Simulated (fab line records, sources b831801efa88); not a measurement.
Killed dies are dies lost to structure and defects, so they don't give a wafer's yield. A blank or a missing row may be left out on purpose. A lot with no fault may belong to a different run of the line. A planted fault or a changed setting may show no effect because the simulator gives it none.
What tool caused it? || flow sky130 || Sampling: 12 lots, 36 wafers, 4 of 708 route steps

WHAT EACH GAUGE READ, for each wafer
Not one reading of a measure or inspect step in the record can be checked against a usual standard deviation.

TOOL THAT RAN EACH LOT (tool first, then ch and the chambers of the sampled wafers, then the start)
{"lot": "L887", "SKY_LI_CONTACT_ETCH_14": "rieDiel-02 ch 2,3, day 30 09:28", "SKY_LOCAL_INTERCONNECT_COAT_06": "lithoTrack-02 ch 0, day 31 00:00", "SKY_METAL1_SPUTTER_00": "pvdSputter-01, day 32 21:33", "SKY_METAL1_STRIP_20": "plasmaAsher-03 ch 0,1, day 34 01:22"}
{"lot": "L888", "SKY_LI_CONTACT_ETCH_14": "rieDiel-02 ch 0,1,3, day 31 00:33", "SKY_LOCAL_INTERCONNECT_COAT_06": "lithoTrack-04 ch 0, day 32 01:00", "SKY_METAL1_SPUTTER_00": "pvdSputter-03, day 33 20:00", "SKY_METAL1_STRIP_20": "plasmaAsher-01 ch 0,1, day 35 00:12"}
{"lot": "L889", "SKY_LI_CONTACT_ETCH_14": "rieDiel-04 ch 1,2,3, day 31 07:16", "SKY_LOCAL_INTERCONNECT_COAT_06": "lithoTrack-04 ch 0, day 31 22:00", "SKY_METAL1_SPUTTER_00": "pvdSputter-03, day 33 18:41", "SKY_METAL1_STRIP_20": "plasmaAsher-04 ch 0,1, day 34 22:24"}
{"lot": "L891", "SKY_LI_CONTACT_ETCH_14": "rieDiel-02 ch 0,1,2, day 32 02:51", "SKY_LOCAL_INTERCONNECT_COAT_06": "lithoTrack-01 ch 0, day 32 18:00", "SKY_METAL1_SPUTTER_00": "pvdSputter-03, day 34 14:55", "SKY_METAL1_STRIP_20": "plasmaAsher-04 ch 0,1, day 35 18:03"}
{"lot": "L892", "SKY_LI_CONTACT_ETCH_14": "rieDiel-02 ch 0,3, day 32 17:09", "SKY_LOCAL_INTERCONNECT_COAT_06": "lithoTrack-04 ch 0, day 33 07:00", "SKY_METAL1_SPUTTER_00": "pvdSputter-04, day 35 03:00", "SKY_METAL1_STRIP_20": "plasmaAsher-03 ch 0,1, day 36 05:47"}
{"lot": "L895", "SKY_LI_CONTACT_ETCH_14": "rieDiel-02 ch 2,3, day 33 02:49", "SKY_LOCAL_INTERCONNECT_COAT_06": "lithoTrack-02 ch 0, day 33 17:00", "SKY_METAL1_SPUTTER_00": "pvdSputter-03, day 35 12:52", "SKY_METAL1_STRIP_20": "plasmaAsher-03 ch 0, day 36 15:44"}
{"lot": "L896", "SKY_LI_CONTACT_ETCH_14": "rieDiel-02 ch 0,2,3, day 33 10:48", "SKY_LOCAL_INTERCONNECT_COAT_06": "lithoTrack-02 ch 0, day 34 01:00", "SKY_METAL1_SPUTTER_00": "pvdSputter-04, day 35 20:25", "SKY_METAL1_STRIP_20": "plasmaAsher-01 ch 0,1, day 36 23:50"}
{"lot": "L897", "SKY_LI_CONTACT_ETCH_14": "rieDiel-04 ch 0,1,3, day 33 17:40", "SKY_LOCAL_INTERCONNECT_COAT_06": "lithoTrack-04 ch 0, day 34 08:00", "SKY_METAL1_SPUTTER_00": "pvdSputter-01, day 36 03:16", "SKY_METAL1_STRIP_20": "plasmaAsher-04 ch 0,1, day 37 05:06"}
{"lot": "L900", "SKY_LI_CONTACT_ETCH_14": "rieDiel-02 ch 0,2, day 35 03:31", "SKY_LOCAL_INTERCONNECT_COAT_06": "lithoTrack-01 ch 0, day 35 18:00", "SKY_METAL1_SPUTTER_00": "pvdSputter-01, day 37 12:49", "SKY_METAL1_STRIP_20": "plasmaAsher-03 ch 0, day 38 15:17"}
{"lot": "L901", "SKY_LI_CONTACT_ETCH_14": "rieDiel-04 ch 1,2,3, day 35 11:07", "SKY_LOCAL_INTERCONNECT_COAT_06": "lithoTrack-04 ch 0, day 36 00:00", "SKY_METAL1_SPUTTER_00": "pvdSputter-03, day 37 18:41", "SKY_METAL1_STRIP_20": "plasmaAsher-04 ch 0,1, day 38 21:34"}
{"lot": "L903", "SKY_LI_CONTACT_ETCH_14": "rieDiel-01 ch 0,2, day 35 16:49", "SKY_LOCAL_INTERCONNECT_COAT_06": "lithoTrack-01 ch 0, day 36 06:00", "SKY_METAL1_SPUTTER_00": "pvdSputter-04, day 38 01:19", "SKY_METAL1_STRIP_20": "plasmaAsher-04 ch 0,1, day 39 03:05"}
{"lot": "L906", "SKY_LI_CONTACT_ETCH_14": "rieDiel-04 ch 1,3, day 36 14:46", "SKY_LOCAL_INTERCONNECT_COAT_06": "lithoTrack-04 ch 0, day 37 04:00", "SKY_METAL1_SPUTTER_00": "pvdSputter-04, day 38 22:03", "SKY_METAL1_STRIP_20": "plasmaAsher-04 ch 0,1, day 39 22:43"}
- SKY_LI_CONTACT_ETCH_14: etches BARC in N2/H2, stops on SiO2, time 45.9 s, target depth 60 nm.
- SKY_LOCAL_INTERCONNECT_COAT_06: resist thk 450 nm.
- SKY_METAL1_SPUTTER_00: material Ti, target thk 15 nm, time 10 s.
- SKY_METAL1_STRIP_20: strips in O2/N2.

AS READ BY THE TOOLS THEMSELVES (means over the sampled wafers that have a number; for cases with no such wafer, the mark the record gives instead)
SKY_LI_CONTACT_ETCH_14. Usual: drypumpMotorCurrentA 5.7 A, standard deviation 0.49; oesProductAu 0.855 a.u., standard deviation 0.0048; throttleValvePct 13.225 %, standard deviation 0.0093.
{"lot": "L887", "tool": "rieDiel-02", "drypumpMotorCurrentA (A)": 6.1, "oesProductAu (a.u.)": 0.850, "throttleValvePct (%)": 13.227, "flag": ""}
{"lot": "L888", "tool": "rieDiel-02", "drypumpMotorCurrentA (A)": 6.1, "oesProductAu (a.u.)": 0.851, "throttleValvePct (%)": 13.226, "flag": ""}
{"lot": "L889", "tool": "rieDiel-04", "drypumpMotorCurrentA (A)": 5.7, "oesProductAu (a.u.)": 0.860, "throttleValvePct (%)": 13.223, "flag": ""}
{"lot": "L891", "tool": "rieDiel-02", "drypumpMotorCurrentA (A)": 5.9, "oesProductAu (a.u.)": 0.854, "throttleValvePct (%)": 13.226, "flag": ""}
{"lot": "L892", "tool": "rieDiel-02", "drypumpMotorCurrentA (A)": 6.2, "oesProductAu (a.u.)": 0.853, "throttleValvePct (%)": 13.232, "flag": ""}
{"lot": "L895", "tool": "rieDiel-02", "drypumpMotorCurrentA (A)": 6.2, "oesProductAu (a.u.)": 0.852, "throttleValvePct (%)": 13.218, "flag": ""}
{"lot": "L896", "tool": "rieDiel-02", "drypumpMotorCurrentA (A)": 6.0, "oesProductAu (a.u.)": 0.853, "throttleValvePct (%)": 13.222, "flag": ""}
{"lot": "L897", "tool": "rieDiel-04", "drypumpMotorCurrentA (A)": 5.5, "oesProductAu (a.u.)": 0.853, "throttleValvePct (%)": 13.232, "flag": ""}
{"lot": "L900", "tool": "rieDiel-02", "drypumpMotorCurrentA (A)": 5.8, "oesProductAu (a.u.)": 0.856, "throttleValvePct (%)": 13.217, "flag": ""}
{"lot": "L901", "tool": "rieDiel-04", "drypumpMotorCurrentA (A)": 5.7, "oesProductAu (a.u.)": 0.851, "throttleValvePct (%)": 13.232, "flag": ""}
{"lot": "L903", "tool": "rieDiel-01", "drypumpMotorCurrentA (A)": 5.0, "oesProductAu (a.u.)": 0.857, "throttleValvePct (%)": 13.228, "flag": ""}
{"lot": "L906", "tool": "rieDiel-04", "drypumpMotorCurrentA (A)": 5.7, "oesProductAu (a.u.)": 0.855, "throttleValvePct (%)": 13.217, "flag": ""}

SKY_LOCAL_INTERCONNECT_COAT_06. Usual: chillPlateTempC 22.99 C, standard deviation 0.11; spinSpeedRpm 2999.9 rpm, standard deviation 2.4.
{"lot": "L887", "tool": "lithoTrack-02", "chillPlateTempC (C)": 22.81, "spinSpeedRpm (rpm)": 3000.9, "flag": ""}
{"lot": "L888", "tool": "lithoTrack-04", "chillPlateTempC (C)": 23.10, "spinSpeedRpm (rpm)": 3001.3, "flag": ""}
{"lot": "L889", "tool": "lithoTrack-04", "chillPlateTempC (C)": 22.99, "spinSpeedRpm (rpm)": 2998.4, "flag": ""}
{"lot": "L891", "tool": "lithoTrack-01", "chillPlateTempC (C)": 22.91, "spinSpeedRpm (rpm)": 3000.0, "flag": ""}
{"lot": "L892", "tool": "lithoTrack-04", "chillPlateTempC (C)": 23.08, "spinSpeedRpm (rpm)": 3002.2, "flag": ""}
{"lot": "L895", "tool": "lithoTrack-02", "chillPlateTempC (C)": 22.92, "spinSpeedRpm (rpm)": 2998.6, "flag": ""}
{"lot": "L896", "tool": "lithoTrack-02", "chillPlateTempC (C)": 23.04, "spinSpeedRpm (rpm)": 2997.7, "flag": ""}
{"lot": "L897", "tool": "lithoTrack-04", "chillPlateTempC (C)": 22.85, "spinSpeedRpm (rpm)": 3001.0, "flag": ""}
{"lot": "L900", "tool": "lithoTrack-01", "chillPlateTempC (C)": 23.02, "spinSpeedRpm (rpm)": 2996.8, "flag": ""}
{"lot": "L901", "tool": "lithoTrack-04", "chillPlateTempC (C)": 22.88, "spinSpeedRpm (rpm)": 2928.7, "flag": "OFF"}
{"lot": "L903", "tool": "lithoTrack-01", "chillPlateTempC (C)": 23.00, "spinSpeedRpm (rpm)": 2995.3, "flag": ""}
{"lot": "L906", "tool": "lithoTrack-04", "chillPlateTempC (C)": 23.02, "spinSpeedRpm (rpm)": 2929.1, "flag": "OFF"}

SKY_METAL1_SPUTTER_00. Usual: throttleValvePct 29.5 %, standard deviation 0.93.
{"lot": "L887", "tool": "pvdSputter-01", "throttleValvePct (%)": 29.6, "flag": ""}
{"lot": "L888", "tool": "pvdSputter-03", "throttleValvePct (%)": 30.0, "flag": ""}
{"lot": "L889", "tool": "pvdSputter-03", "throttleValvePct (%)": 30.5, "flag": ""}
{"lot": "L891", "tool": "pvdSputter-03", "throttleValvePct (%)": 30.3, "flag": ""}
{"lot": "L892", "tool": "pvdSputter-04", "throttleValvePct (%)": 29.6, "flag": ""}
{"lot": "L895", "tool": "pvdSputter-03", "throttleValvePct (%)": 30.5, "flag": ""}
{"lot": "L896", "tool": "pvdSputter-04", "throttleValvePct (%)": 29.3, "flag": ""}
{"lot": "L897", "tool": "pvdSputter-01", "throttleValvePct (%)": 29.0, "flag": ""}
{"lot": "L900", "tool": "pvdSputter-01", "throttleValvePct (%)": 29.9, "flag": ""}
{"lot": "L901", "tool": "pvdSputter-03", "throttleValvePct (%)": 30.2, "flag": ""}
{"lot": "L903", "tool": "pvdSputter-04", "throttleValvePct (%)": 29.2, "flag": ""}
{"lot": "L906", "tool": "pvdSputter-04", "throttleValvePct (%)": 29.2, "flag": ""}

SKY_METAL1_STRIP_20. Usual: drypumpMotorCurrentA 5.7 A, standard deviation 0.34; oesProductAu 0.344 a.u., standard deviation 0.0045; stripTimeToEndpointS 2.71 s, standard deviation 0.053.
{"lot": "L887", "tool": "plasmaAsher-03", "drypumpMotorCurrentA (A)": 6.0, "oesProductAu (a.u.)": 0.347, "stripTimeToEndpointS (s)": 2.67, "flag": ""}
{"lot": "L888", "tool": "plasmaAsher-01", "drypumpMotorCurrentA (A)": 5.6, "oesProductAu (a.u.)": 0.351, "stripTimeToEndpointS (s)": 2.75, "flag": ""}
{"lot": "L889", "tool": "plasmaAsher-04", "drypumpMotorCurrentA (A)": 5.6, "oesProductAu (a.u.)": 0.341, "stripTimeToEndpointS (s)": 2.64, "flag": ""}
{"lot": "L891", "tool": "plasmaAsher-04", "drypumpMotorCurrentA (A)": 5.4, "oesProductAu (a.u.)": 0.346, "stripTimeToEndpointS (s)": 2.79, "flag": ""}
{"lot": "L892", "tool": "plasmaAsher-03", "drypumpMotorCurrentA (A)": 6.0, "oesProductAu (a.u.)": 0.343, "stripTimeToEndpointS (s)": 2.68, "flag": ""}
{"lot": "L895", "tool": "plasmaAsher-03", "drypumpMotorCurrentA (A)": 5.9, "oesProductAu (a.u.)": 0.347, "stripTimeToEndpointS (s)": 2.69, "flag": ""}
{"lot": "L896", "tool": "plasmaAsher-01", "drypumpMotorCurrentA (A)": 5.9, "oesProductAu (a.u.)": 0.344, "stripTimeToEndpointS (s)": 2.65, "flag": ""}
{"lot": "L897", "tool": "plasmaAsher-04", "drypumpMotorCurrentA (A)": 5.6, "oesProductAu (a.u.)": 0.342, "stripTimeToEndpointS (s)": 2.69, "flag": ""}
{"lot": "L900", "tool": "plasmaAsher-03", "drypumpMotorCurrentA (A)": 5.9, "oesProductAu (a.u.)": 0.339, "stripTimeToEndpointS (s)": 2.67, "flag": ""}
{"lot": "L901", "tool": "plasmaAsher-04", "drypumpMotorCurrentA (A)": 5.6, "oesProductAu (a.u.)": 0.345, "stripTimeToEndpointS (s)": 2.64, "flag": ""}
{"lot": "L903", "tool": "plasmaAsher-04", "drypumpMotorCurrentA (A)": 5.6, "oesProductAu (a.u.)": 0.343, "stripTimeToEndpointS (s)": 2.77, "flag": ""}
{"lot": "L906", "tool": "plasmaAsher-04", "drypumpMotorCurrentA (A)": 5.6, "oesProductAu (a.u.)": 0.343, "stripTimeToEndpointS (s)": 2.70, "flag": ""}

THE ANSWER, worked out from the rows above alone
Rule: lot off if the mean of its wafers having a number is beyond 3 standard deviations from the usual mean. Also off: a lot with no number at a reading for which 4 or more lots have one. Where the step has rows for the other lots, those lots are counted as sound. The gauges are gone through in route order, then the tools' own readings, and for those a lot's mean is taken as printed above. The first step at which some lot is off is used, and at that step the reading that is off furthest; a lot without a number counts as furthest.
Off at SKY_LOCAL_INTERCONNECT_COAT_06 (spinSpeedRpm): L901, L906.
If a tool, at that step or one of the process steps before it, ran each lot that is off and ran no sound lot following the first of them, it fits. Undecided on this evidence; 2 tools fit (rieDiel-04 at SKY_LI_CONTACT_ETCH_14, lithoTrack-04 at SKY_LOCAL_INTERCONNECT_COAT_06).

WHAT WAS PUT IN BY THE SIMULATOR
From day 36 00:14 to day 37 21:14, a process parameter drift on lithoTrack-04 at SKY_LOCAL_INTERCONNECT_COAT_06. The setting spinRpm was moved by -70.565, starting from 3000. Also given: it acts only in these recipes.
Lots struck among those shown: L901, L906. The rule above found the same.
